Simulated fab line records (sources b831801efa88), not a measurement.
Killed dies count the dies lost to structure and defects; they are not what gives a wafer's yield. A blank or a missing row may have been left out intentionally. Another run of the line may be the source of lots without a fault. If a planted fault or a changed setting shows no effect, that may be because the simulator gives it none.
fab line records ; flow gf180mcu
record: lots: 6; wafers: 18; last-day: 34
route steps=602 shown V1@361 M2@362 PASSIVATION@602
lots that met no fault: taken from a fault-free run of the same line
start-h: hours from the record's first day to the start of the lot's first wafer shown ; wait-h: how many hours have passed since the lot's step before this one ; " identical to the entry in the row above ; L1.1+2: a row that stands for several wafers ; - no value, or no start given ; * or withheld: withheld ; < > ~ a bound
route shown NAME@n: NAME is a module with steps in the file, n the number in the route of the first one ; usual: average and standard deviation across the fault-free wafers ; same: alike in all rows ; chamber/n: place in a boat ; sites: readings site by site ; _std_site: standard deviation of those values ; _edge_site: mean of outer sites minus mean of inner sites ; radius-mm: for every site, how far away it sits from the centre of the wafer ; mask NAME#n: copy n ; behind: tool/chamber where the wafer was last shaped ; hold: cause of the lot's hold/its duration in hours/its outcome ; device: transistor that didn't switch, given as n, p or np ; end of line: tests of these same wafers at the route's end ; a step with no rows: only its recipe ; killed: the dies lost at the first sort to structure and to defects; this is not the yield of the wafer ; map: per-die view of a wafer (x killed, . not killed, _ where there is no die)
set.NAME: the setting as run; set.NAME@STEP: as run at that earlier step ; model.NAME: the simulator's own value behind a step, which no gauge read
a table for each step, a row for each wafer; lots at some steps of the route
services: when a tool's chamber went out of use (start-h, in hours from the record's first day, below 0 if earlier), for how many hours, and the reason
== steps ==
step: GF_V1_CMP_26
recipe: stop-on: SiO2; down-force-psi: 3.5; platen-rpm: 60; t-overpolish-s: 15; target-thk-nm: 0; pad-velocity-m-s: 0.94248
usual: motor-current-A: 10.7/1.3; overpolish-run-s: 15.000/0.0092; time-to-endpoint-s: 84/3.2
lot.wafer;tool;chamber;start-h;wait-h;motor-current-A;overpolish-run-s;time-to-endpoint-s
L556.1;cmp-02;2;406.93;0.1;10.3;14.982;83
L556.4;cmp-02;3;406.93;0.1;10.2;15.005;91
L556.3;cmp-02;0;406.93;0.1;11.1;15.004;85
L559.3;cmp-01;0;433.86;0.0;10.5;14.999;85
L559.2;cmp-01;1;433.86;0.0;11.3;15.011;85
L559.4;cmp-01;2;433.86;0.0;12.0;14.997;88
L573.1;cmp-02;2;565.16;0.1;9.9;15.014;84
L573.3;cmp-02;0;565.16;0.1;11.5;14.985;80
L573.2;cmp-02;1;565.16;0.1;8.9;14.996;85
L575.4;cmp-01;3;587.24;0.0;12.4;14.986;87
L575.1;cmp-01;0;587.24;0.0;10.2;14.975;85
L575.3;cmp-01;2;587.24;0.0;11.0;14.988;92
L578.2;cmp-01;0;595.09;0.0;10.3;14.995;86
L578.4;cmp-01;2;595.09;0.0;11.4;15.006;89
L578.5;cmp-01;1;595.09;0.0;11.1;14.990;83
L579.4;cmp-02;3;608.50;0.0;10.2;14.992;87
L579.1;cmp-02;0;608.50;0.0;11.2;14.998;82
L579.5;cmp-02;0;608.50;0.0;11.4;14.995;85
step: GF_M2_SPUTTER_00
recipe: material: Ti; target-thk-nm: 37.5; arriving-ion-energy-ev: 80; substrate-temp-c: 200; chamber-pressure-pa: 2; power-w: 4000; time-s: 150
step: GF_M2_SPUTTER_01
recipe: material: TiN; target-thk-nm: 30; power-w: 6500; time-s: 25; chamber-pressure-pa: 0.4
step: GF_M2_SPUTTER_02
recipe: material: AlCu; target-thk-nm: 450; power-w: 10600; time-s: 23.9; chamber-pressure-pa: 0.4
usual: throttle-valve-pct: 29.9/0.91
lot.wafer;tool;chamber;start-h;wait-h;throttle-valve-pct
L556.1;pvd-sputter-03;-;407.36;0.0;29.1
L556.3;pvd-sputter-03;-;407.36;0.0;31.2
L556.4;pvd-sputter-03;-;407.36;0.0;29.4
L559.2;pvd-sputter-03;-;434.29;0.0;30.8
L559.3;pvd-sputter-03;-;434.29;0.0;28.9
L559.4;pvd-sputter-03;-;434.29;0.0;29.5
L573.1;pvd-sputter-01;-;565.59;0.0;29.7
L573.2;pvd-sputter-01;-;565.59;0.0;28.6
L573.3;pvd-sputter-01;-;565.59;0.0;30.0
L575.1;pvd-sputter-04;-;587.67;0.0;29.9
L575.3;pvd-sputter-04;-;587.67;0.0;29.0
L575.4;pvd-sputter-04;-;587.67;0.0;29.3
L578.2;pvd-sputter-03;-;595.52;0.0;29.0
L578.4;pvd-sputter-03;-;595.52;0.0;29.3
L578.5;pvd-sputter-03;-;595.52;0.0;29.1
L579.1;pvd-sputter-01;-;608.93;0.0;28.7
L579.4;pvd-sputter-01;-;608.93;0.0;31.6
L579.5;pvd-sputter-01;-;608.93;0.0;30.1
step: GF_M2_SPUTTER_03
recipe: material: Ti; target-thk-nm: 10; substrate-temp-c: 300; chamber-pressure-pa: 0.3; power-w: 3000; time-s: 6.7
usual: throttle-valve-pct: 29.9/0.92
lot.wafer;tool;chamber;start-h;wait-h;throttle-valve-pct
L556.1;pvd-sputter-03;-;407.39;0.0;28.8
L556.3;pvd-sputter-03;-;407.39;0.0;31.4
L556.4;pvd-sputter-03;-;407.39;0.0;29.5
L559.2;pvd-sputter-03;-;434.32;0.0;30.8
L559.3;pvd-sputter-03;-;434.32;0.0;28.7
L559.4;pvd-sputter-03;-;434.32;0.0;29.5
L573.1;pvd-sputter-01;-;565.62;0.0;30.3
L573.2;pvd-sputter-01;-;565.62;0.0;28.4
L573.3;pvd-sputter-01;-;565.62;0.0;30.2
L575.1;pvd-sputter-04;-;587.70;0.0;29.8
L575.3;pvd-sputter-04;-;587.70;0.0;29.1
L575.4;pvd-sputter-04;-;587.70;0.0;29.1
L578.2;pvd-sputter-03;-;595.55;0.0;28.7
L578.4;pvd-sputter-03;-;595.55;0.0;29.3
L578.5;pvd-sputter-03;-;595.55;0.0;29.4
L579.1;pvd-sputter-01;-;608.96;0.0;28.8
L579.4;pvd-sputter-01;-;608.96;0.0;31.4
L579.5;pvd-sputter-01;-;608.96;0.0;30.2
step: GF_M2_SPUTTER_04
recipe: material: TiN; target-thk-nm: 50; power-w: 6500; time-s: 41.7; chamber-pressure-pa: 0.4
usual: throttle-valve-pct: 29.9/0.92
lot.wafer;tool;chamber;start-h;wait-h;throttle-valve-pct
L556.1;pvd-sputter-03;-;407.41;0.0;28.8
L556.3;pvd-sputter-03;-;407.41;0.0;31.4
L556.4;pvd-sputter-03;-;407.41;0.0;29.5
L559.2;pvd-sputter-03;-;434.34;0.0;30.8
L559.3;pvd-sputter-03;-;434.34;0.0;29.0
L559.4;pvd-sputter-03;-;434.34;0.0;29.2
L573.1;pvd-sputter-01;-;565.64;0.0;29.9
L573.2;pvd-sputter-01;-;565.64;0.0;28.5
L573.3;pvd-sputter-01;-;565.64;0.0;30.0
L575.1;pvd-sputter-04;-;587.72;0.0;29.6
L575.3;pvd-sputter-04;-;587.72;0.0;29.0
L575.4;pvd-sputter-04;-;587.72;0.0;29.2
L578.2;pvd-sputter-03;-;595.57;0.0;29.1
L578.4;pvd-sputter-03;-;595.57;0.0;29.2
L578.5;pvd-sputter-03;-;595.57;0.0;29.6
L579.1;pvd-sputter-01;-;608.98;0.0;28.8
L579.4;pvd-sputter-01;-;608.98;0.0;31.5
L579.5;pvd-sputter-01;-;608.98;0.0;29.9
step: GF_M2_RS_MEAS_05
recipe: thk-meas-gauge: four-point-probe; reads: TiN_of_M2_SPUTTER_04+Ti_of_M2_SPUTTER_03+AlCu_of_M2_SPUTTER_02+TiN_of_M2_SPUTTER_01+Ti_of_M2_SPUTTER_00
usual: M2_ALCU_RS: 0.0696/0.0008
lot.wafer;tool;chamber;start-h;wait-h;M2_ALCU_RS[ohm/sq]
L556.1;film-metro-02;-;407.45;0.0;0.0687
L556.3;film-metro-02;-;407.45;0.0;0.0688
L556.4;film-metro-02;-;407.45;0.0;0.0688
L559.2;film-metro-01;-;434.40;0.0;0.0695
L559.3;film-metro-01;-;434.40;0.0;0.0694
L559.4;film-metro-01;-;434.40;0.0;0.0695
L573.1;film-metro-02;-;565.68;0.0;0.0694
L573.2;film-metro-02;-;565.68;0.0;0.0703
L573.3;film-metro-02;-;565.68;0.0;0.0691
L575.1;film-metro-04;-;587.76;0.0;0.0703
L575.3;film-metro-04;-;587.76;0.0;0.0696
L575.4;film-metro-04;-;587.76;0.0;0.0698
L578.2;film-metro-02;-;595.63;0.0;0.0694
L578.4;film-metro-02;-;595.63;0.0;0.0690
L578.5;film-metro-02;-;595.63;0.0;0.0690
L579.1;film-metro-01;-;609.02;0.0;0.0697
L579.4;film-metro-01;-;609.02;0.0;0.0693
L579.5;film-metro-01;-;609.02;0.0;0.0694
step: GF_M2_THK_MEAS_06
recipe: thk-meas-gauge: xrf; reads: AlCu_of_M2_SPUTTER_02
usual: M2_ALCU_THK: 451/6.2
lot.wafer;tool;chamber;start-h;wait-h;M2_ALCU_THK[nm]
L556.1;film-metro-02;-;407.57;0.1;462
L556.3;film-metro-02;-;407.57;0.1;460
L556.4;film-metro-02;-;407.57;0.1;461
L559.2;film-metro-01;-;434.51;0.1;446
L559.3;film-metro-01;-;434.51;0.1;449
L559.4;film-metro-01;-;434.51;0.1;446
L573.1;film-metro-02;-;565.80;0.1;456
L573.2;film-metro-02;-;565.80;0.1;449
L573.3;film-metro-02;-;565.80;0.1;457
L575.1;film-metro-04;-;587.88;0.1;451
L575.3;film-metro-04;-;587.88;0.1;457
L575.4;film-metro-04;-;587.88;0.1;452
L578.2;film-metro-02;-;595.74;0.1;453
L578.4;film-metro-02;-;595.74;0.1;458
L578.5;film-metro-02;-;595.74;0.1;458
L579.1;film-metro-01;-;609.14;0.1;450
L579.4;film-metro-01;-;609.14;0.1;450
L579.5;film-metro-01;-;609.14;0.1;451
step: GF_M2_DEHYDRATE_07
recipe: temp-c: 200; time-s: 60
step: GF_M2_HMDS_08
recipe: prime-time-s: 60; prime-temp-c: 120
step: GF_M2_COAT_09
recipe: resist: KrF; spin-rpm: withheld; resist-thk-nm: 1000
step: GF_M2_SOFTBAKE_10
recipe: temp-c: 130; time-s: 60; resist: KrF
step: GF_M2_EXPOSE_11
recipe: mask-id: Metal2; target-cd-nm: 280; na: 0.68; source-shape: conventional; sigma-outer: 0.6; dose-mj: 28
usual: exposure-dose-mJ-cm2: 28.05/0.082
lot.wafer;tool;chamber;start-h;wait-h;mask;exposure-dose-mJ-cm2
L556.1;krf-scanner-01;0;419.64;-;Metal2#0;28.00
L556.3;krf-scanner-01;0;419.64;-;Metal2#0;28.01
L556.4;krf-scanner-01;0;419.64;-;Metal2#0;27.98
L559.2;krf-scanner-02;0;446.92;-;Metal2#0;28.10
L559.3;krf-scanner-02;0;446.92;-;Metal2#0;28.12
L559.4;krf-scanner-02;0;446.92;-;Metal2#0;28.06
L573.1;krf-scanner-01;0;576.54;-;Metal2#0;20.50
L573.2;krf-scanner-01;0;576.54;-;Metal2#0;20.56
L573.3;krf-scanner-01;0;576.54;-;Metal2#0;20.53
L575.1;krf-scanner-01;0;597.99;-;Metal2#0;22.04
L575.3;krf-scanner-01;0;597.99;-;Metal2#0;22.00
L575.4;krf-scanner-01;0;597.99;-;Metal2#0;22.06
L578.2;krf-scanner-02;0;606.75;-;Metal2#0;28.10
L578.4;krf-scanner-02;0;606.75;-;Metal2#0;28.14
L578.5;krf-scanner-02;0;606.75;-;Metal2#0;28.13
L579.1;krf-scanner-02;0;618.88;-;Metal2#0;28.07
L579.4;krf-scanner-02;0;618.88;-;Metal2#0;28.09
L579.5;krf-scanner-02;0;618.88;-;Metal2#0;28.11
step: GF_M2_PEB_12
recipe: peb-temp-c: 135; peb-time-s: 90; resist: KrF
step: GF_M2_DEVELOP_13
recipe: develop-time-s: 60; dev-temp-c: 21
step: GF_M2_CD_MEAS_14
recipe: target-cd-nm: 280
usual: cd-nm: 280.1/1.3
lot.wafer;tool;chamber;start-h;wait-h;cd-nm
L556.1;cd-sem-01;-;431.53;0.1;279.3
L556.3;cd-sem-01;-;431.53;0.1;279.1
L556.4;cd-sem-01;-;431.53;0.1;279.3
L559.2;cd-sem-01;-;459.54;0.1;281.4
L559.3;cd-sem-01;-;459.54;0.1;280.6
L559.4;cd-sem-01;-;459.54;0.1;281.1
L573.1;cd-sem-01;-;586.97;0.1;326.6
L573.2;cd-sem-01;-;586.97;0.1;325.9
L573.3;cd-sem-01;-;586.97;0.1;326.0
L575.1;cd-sem-02;-;608.58;0.1;317.2
L575.3;cd-sem-02;-;608.58;0.1;315.3
L575.4;cd-sem-02;-;608.58;0.1;316.8
L578.2;cd-sem-01;-;616.53;0.1;281.5
L578.4;cd-sem-01;-;616.53;0.1;282.5
L578.5;cd-sem-01;-;616.53;0.1;282.0
L579.1;cd-sem-02;-;629.21;0.1;281.4
L579.4;cd-sem-02;-;629.21;0.1;280.7
L579.5;cd-sem-02;-;629.21;0.1;279.9
step: GF_M2_OVL_MEAS_15
usual: M2_OVL: -1/5.7
lot.wafer;tool;chamber;start-h;wait-h;M2_OVL[nm]
L556.1;overlay-02;-;431.65;0.1;-5
L556.3;overlay-02;-;431.65;0.1;-5
L556.4;overlay-02;-;431.65;0.1;3
L559.2;overlay-02;-;459.64;0.1;-1
L559.3;overlay-02;-;459.64;0.1;-1
L559.4;overlay-02;-;459.64;0.1;-1
L573.1;overlay-01;-;587.09;0.1;1
L573.2;overlay-01;-;587.09;0.1;9
L573.3;overlay-01;-;587.09;0.1;2
L575.1;overlay-02;-;608.70;0.1;-3
L575.3;overlay-02;-;608.70;0.1;-5
L575.4;overlay-02;-;608.70;0.1;-5
L578.2;overlay-01;-;616.64;0.1;-8
L578.4;overlay-01;-;616.64;0.1;-5
L578.5;overlay-01;-;616.64;0.1;-3
L579.1;overlay-01;-;629.33;0.1;-1
L579.4;overlay-01;-;629.33;0.1;-2
L579.5;overlay-01;-;629.33;0.1;-10
step: GF_M2_METAL_ETCH_16
recipe: chemistry: Cl2/BCl3; mask-material: KrF; target-depth-nm: 750.8; stop-on: SiO2; pressure-mtorr: 8; icp-w: 800; bias-w: 140; Cl2_flow_sccm: 80; bcl3-flow-sccm: 40; time-s: 125.1
usual: drypump-motor-current-A: 5.67/0.18; oes-product-au: 0.990/0.0051; throttle-valve-pct: 28.230/0.0098
lot.wafer;tool;chamber;start-h;wait-h;drypump-motor-current-A;oes-product-au;rf-hours-counter-h;throttle-valve-pct;model.M2.cd-nm
L556.1;rie-metal-02;0;431.68;0.0;5.87;0.997;12;28.237;280.5
L556.3;rie-metal-02;0;431.68;0.0;5.87;0.983;-;28.217;281.2
L556.4;rie-metal-02;1;431.68;0.0;5.89;0.992;-;28.230;278.3
L559.2;rie-metal-02;0;459.67;0.0;5.88;0.987;13;28.224;279.7
L559.3;rie-metal-02;1;459.67;0.0;5.92;0.992;-;28.233;279.6
L559.4;rie-metal-02;0;459.67;0.0;5.87;0.987;-;28.225;278.6
L573.1;rie-metal-03;0;587.12;0.0;5.44;0.990;7;28.224;327
L573.2;rie-metal-03;1;587.12;0.0;5.69;0.979;7;28.235;329.2
L573.3;rie-metal-03;1;587.12;0.0;5.69;0.986;-;28.241;328.3
L575.1;rie-metal-02;0;608.73;0.0;5.88;0.984;6;28.223;318.4
L575.3;rie-metal-02;0;608.73;0.0;5.88;0.984;-;28.222;318
L575.4;rie-metal-02;1;608.73;0.0;5.91;0.995;-;28.237;317.2
L578.2;rie-metal-02;0;616.67;0.0;5.89;0.990;6;28.240;283.9
L578.4;rie-metal-02;0;616.67;0.0;5.89;0.988;-;28.234;284.4
L578.5;rie-metal-02;0;616.67;0.0;5.86;0.982;-;28.235;285.2
L579.1;rie-metal-01;1;629.37;0.0;5.53;0.995;8;28.227;279.9
L579.4;rie-metal-01;1;629.37;0.0;5.56;0.992;-;28.229;279.5
L579.5;rie-metal-01;1;629.37;0.0;5.57;0.999;-;28.226;283.2
step: GF_M2_STRIP_17
recipe: chemistry: O2/N2; power-w: 1400; pressure-mtorr: 1500; platen-temp-c: 250; o2-flow-sccm: 3000; n2-flow-sccm: 300; overash-fraction: 0.5
usual: drypump-motor-current-A: 5.7/0.58; heater-power-w: 312/54; oes-product-au: 0.537/0.0048; strip-time-to-endpoint-s: 7.37/0.044
same: overash-fraction: 0.5
lot.wafer;tool;chamber;start-h;wait-h;drypump-motor-current-A;heater-power-w;oes-product-au;rf-hours-counter-h;strip-time-to-endpoint-s
L556.1;plasma-asher-01;1;431.81;0.1;4.9;294;0.540;0;7.40
L556.3;plasma-asher-01;0;431.81;0.1;5.5;270;0.549;-;7.39
L556.4;plasma-asher-01;1;431.81;0.1;4.9;296;0.530;-;7.34
L559.2;plasma-asher-03;1;459.80;0.1;6.5;328;0.534;86;7.40
L559.3;plasma-asher-03;0;459.80;0.1;5.9;445;0.542;-;7.39
L559.4;plasma-asher-03;1;459.80;0.1;6.5;338;0.541;-;7.41
L573.1;plasma-asher-03;0;587.25;0.1;5.9;454;0.529;101;7.35
L573.2;plasma-asher-03;1;587.25;0.1;6.5;331;0.537;101;7.43
L573.3;plasma-asher-03;0;587.25;0.1;6.0;445;0.544;-;7.45
L575.1;plasma-asher-01;1;608.86;0.1;4.9;288;0.541;18;7.44
L575.3;plasma-asher-01;0;608.86;0.1;5.6;266;0.548;-;7.43
L575.4;plasma-asher-01;1;608.86;0.1;4.9;294;0.538;-;7.41
L578.2;plasma-asher-03;0;616.79;0.1;5.9;446;0.537;104;7.41
L578.4;plasma-asher-03;1;616.79;0.1;6.5;343;0.549;-;7.44
L578.5;plasma-asher-03;1;616.79;0.1;6.5;326;0.537;-;7.40
L579.1;plasma-asher-04;1;629.63;0.2;5.4;285;0.532;79;7.30
L579.4;plasma-asher-04;0;629.63;0.2;6.5;298;0.533;-;7.31
L579.5;plasma-asher-04;0;629.63;0.2;6.5;296;0.535;-;7.30
step: GF_PASSIVATION_PROBE_99
lot.wafer;tool;chamber;start-h;wait-h;model.etest.met2.width-nm;model.etest.met2.line-ohm-um
L556.1;prober-01;-;668.05;0.1;281.5;0.249
L556.3;prober-01;-;668.15;0.2;280.2;0.2525
L556.4;prober-01;-;668.20;0.2;276.4;0.2575
L559.2;prober-02;-;695.59;0.1;281.6;0.2545
L559.3;prober-02;-;695.64;0.2;279.5;0.256
L559.4;prober-02;-;695.69;0.2;278.8;0.2564
L575.1;prober-02;-;803.82;0.1;315.1;0.2288
L575.3;prober-02;-;803.92;0.2;319.3;0.2259
L575.4;prober-02;-;803.97;0.2;315.7;0.2263
L578.2;prober-02;-;808.69;0.1;284.6;0.2543
L578.4;prober-02;-;808.79;0.2;283.6;0.2483
L578.5;prober-02;-;808.84;0.2;286.7;0.2501
L579.1;prober-02;-;817.22;0.1;281.4;0.2547
L579.4;prober-02;-;817.37;0.2;279.5;0.2546
L579.5;prober-02;-;817.42;0.2;285.1;0.2519
killed by level:class
L556.1 V4:geometric-particle:open=5 V5:geometric-particle:open=5 STI:geometric-particle:open=4 CONTACT:geometric-particle:open=4 M2:geometric-particle:short=4 V3:geometric-particle:open=4 POLY_GATE:geometric-particle:short=3 V1:geometric-particle:open=3
L556.3 V3:geometric-particle:open=7 V1:geometric-particle:short=3 V2:geometric-particle:open=3 STI:geometric-particle:short=2 SALICIDE:geometric-particle:short=2 CONTACT:geometric-particle:open=2 M1:geometric-particle:short=2 V1:geometric-particle:open=2
L556.4 V2:geometric-particle:open=6 V1:geometric-particle:open=5 V5:geometric-particle:open=5 V3:geometric-particle:open=4 V4:geometric-particle:open=4 STI:geometric-particle:short=3 CONTACT:geometric-particle:open=3 M3:geometric-particle:short=3
L559.2 V5:geometric-particle:open=6 STI:geometric-particle:short=5 V4:geometric-particle:open=5 V3:geometric-particle:open=4 V1:geometric-particle:open=4 V3:geometric-particle:short=4 V1:geometric-particle:short=3 M5:geometric-particle:short=3
L559.3 V5:geometric-particle:open=8 STI:geometric-particle:open=4 CONTACT:geometric-particle:short=4 V3:geometric-particle:open=4 STI:geometric-particle:short=3 V1:geometric-particle:open=3 CONTACT:geometric-particle:open=3 V2:geometric-particle:short=3
L559.4 V3:geometric-particle:open=7 CONTACT:geometric-particle:open=6 V5:geometric-particle:short=5 V2:geometric-particle:open=4 STI:geometric-particle:short=3 STI:geometric-particle:open=3 V4:geometric-particle:open=3 V5:geometric-particle:open=3
L578.2 V1:geometric-particle:open=7 V5:geometric-particle:open=6 CONTACT:geometric-particle:open=5 STI:geometric-particle:open=4 V2:geometric-particle:open=4 STI:geometric-particle:short=3 V1:geometric-particle:short=3 M3:geometric-particle:short=3
L578.4 CONTACT:geometric-particle:open=6 CONTACT:geometric-particle:short=3 V4:geometric-particle:short=3 M2:geometric-particle:short=3 V2:geometric-particle:short=3 V2:geometric-particle:open=3 V5:geometric-particle:short=3 V5:geometric-particle:open=3
L578.5 V5:geometric-particle:open=7 CONTACT:geometric-particle:short=4 V1:geometric-particle:short=4 CONTACT:geometric-particle:open=3 V2:geometric-particle:open=3 SAB:geometric-particle:open=2 SALICIDE:geometric-particle:open=2 M1:geometric-particle:short=2
L579.1 CONTACT:geometric-particle:open=8 V3:geometric-particle:open=5 V4:geometric-particle:open=5 STI:geometric-particle:short=3 HV_LDD:geometric-particle:open=3 STI:geometric-particle:open=2 M1:geometric-particle:short=2 V2:geometric-particle:short=2
L579.4 V2:geometric-particle:open=7 V1:geometric-particle:open=6 V3:geometric-particle:open=5 V5:geometric-particle:open=5 CONTACT:geometric-particle:open=4 M4:geometric-particle:short=3 M1:geometric-particle:short=2 V3:geometric-particle:short=2
L579.5 V3:geometric-particle:open=6 CONTACT:geometric-particle:open=5 V5:geometric-particle:open=4 CONTACT:geometric-particle:short=3 M2:geometric-particle:short=3 V2:geometric-particle:open=3 V3:geometric-particle:short=3 V4:geometric-particle:open=3
== services ==
tool;chamber;start-h;hours;kind
krf-scanner-01;-;396.19;1.3;pm
krf-scanner-02;-;403.42;3.6;pm
cmp-01;-;404.17;4.0;pm
cmp-01;-;419.02;2.0;repair
pvd-sputter-01;-;426.78;1.5;repair
krf-scanner-01;-;447.03;0.8;pm
krf-scanner-02;-;453.31;4.4;pm
krf-scanner-02;-;468.33;1.0;pm
pvd-sputter-01;-;473.34;8.7;repair
pvd-sputter-03;-;483.00;1.1;repair
cmp-01;-;486.87;0.6;repair
krf-scanner-01;-;488.16;4.0;pm
krf-scanner-02;-;493.36;0.8;pm
krf-scanner-02;-;503.89;1.3;pm
pvd-sputter-03;-;516.40;0.7;repair
rie-metal-02;1;516.55;48.8;repair
cmp-02;-;520.70;6.5;pm
plasma-asher-03;-;524.06;2.4;repair
cmp-02;-;527.49;10.8;pm
pvd-sputter-03;-;532.08;1.2;repair
rie-metal-02;-;541.78;2.8;pm
pvd-sputter-03;-;570.37;10.8;repair
pvd-sputter-01;-;594.80;1.5;repair
pvd-sputter-01;-;603.62;1.2;repair
== key ==
first-sign: step: GF_M2_EXPOSE_11; reading: exposure-dose-mJ-cm2; direction: down; sigmas: 82; usual: 28.05; struck: 21.28
effect: step: GF_M2_CD_MEAS_14; reading: cd-nm; direction: up; sigmas: 32; usual: 280.1; struck: 321.3; through: control-loop
model-effect: step: GF_M2_METAL_ETCH_16; value: M2.cd-nm; without: 281.9; struck: 323
model-effect: step: GF_PASSIVATION_PROBE_99; value: etest.met2.width-nm; without: 280.8; struck: 316.7
met-at GF_M2_EXPOSE_11
struck-wafers L573.1,L573.2,L573.3,L575.1,L575.3,L575.4
sort-left-out L573.1,L573.2,L573.3,L575.1,L575.3,L575.4
loop-trim: step: GF_M2_EXPOSE_11; setting: dose; lots: L575
onset-between 419.64 576.54
fault: kind: process-parameter-drift; tool: krf-scanner-01; chamber: -; onset-h: 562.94; steps: GF_M2_EXPOSE_11; channel: dose-mj; offset: -7.4198; shape: step; acts-in: these-recipes-only; stated: 28
sort-left-out: the simulated sort isn't trusted on such a fault, so these wafers' sort isn't shown, and their yield isn't known
loop-trim: a control loop set the setting to another value than it would have without faults
